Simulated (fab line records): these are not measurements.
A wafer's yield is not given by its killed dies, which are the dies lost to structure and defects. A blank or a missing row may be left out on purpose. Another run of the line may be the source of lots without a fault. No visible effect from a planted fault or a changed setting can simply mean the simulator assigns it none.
Matching of chambers :: flow sky130 :: pecvd-04 running SKY_PASSIVATION_CVD_00: 3 sister chambers
The step deposits SiO2, target thk 90 nm. 6 wafers are shown with their chamber, then 9 later ones without.

## WAFERS PAIRED WITH THEIR CHAMBERS
wafer: L084.4
chamber: 1
heater power w (W): 618

wafer: L087.1
chamber: 2
heater power w (W): 540

wafer: L087.3
chamber: 1
heater power w (W): 595

wafer: L088.3
chamber: 0
heater power w (W): 667

wafer: L088.4
chamber: 0
heater power w (W): 653

wafer: L088.5
chamber: 2
heater power w (W): 505

## WAFERS WHOSE CHAMBER IS MISSING
wafer: L090.2
heater power w (W): 572

wafer: L090.3
heater power w (W): 656

wafer: L090.6
heater power w (W): 583

wafer: L096.1
heater power w (W): 498

wafer: L096.2
heater power w (W): 620

wafer: L096.5
heater power w (W): 509

wafer: L097.2
heater power w (W): 645

wafer: L097.4
heater power w (W): 633

wafer: L097.6
heater power w (W): 659

## EACH ONE'S CHAMBER
wafer: L090.2
from the rows above: can't be placed: 1 or 2
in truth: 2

wafer: L090.3
from the rows above: 0
in truth: 0

wafer: L090.6
from the rows above: 1
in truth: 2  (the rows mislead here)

wafer: L096.1
from the rows above: 2
in truth: 2

wafer: L096.2
from the rows above: can't be placed: 1 or 0
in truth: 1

wafer: L096.5
from the rows above: 2
in truth: 2

wafer: L097.2
from the rows above: can't be placed: 0 or 1
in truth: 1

wafer: L097.4
from the rows above: can't be placed: 1 or 0
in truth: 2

wafer: L097.6
from the rows above: 0
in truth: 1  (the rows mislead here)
Placed correctly: 3 of 9. Cannot be placed on the basis of these rows: 4; the candidates contain the true chamber in 3. Placed wrongly: 2.
How it was worked out, from the rows above alone: a wafer's distance from a chamber is the root of the sum, over the readings, of the square of ((its reading less the chamber's mean) divided by the reading's scatter). If the next closest chamber is less than 2 further off than the closest, the wafer can't be placed; otherwise it belongs to the closest. The mean given for a chamber averages the wafers shown for that chamber. The scatter is the square root of a quotient: the sum, over the shown wafers, of each reading's squared deviation from its chamber's mean, divided by wafers minus chambers.
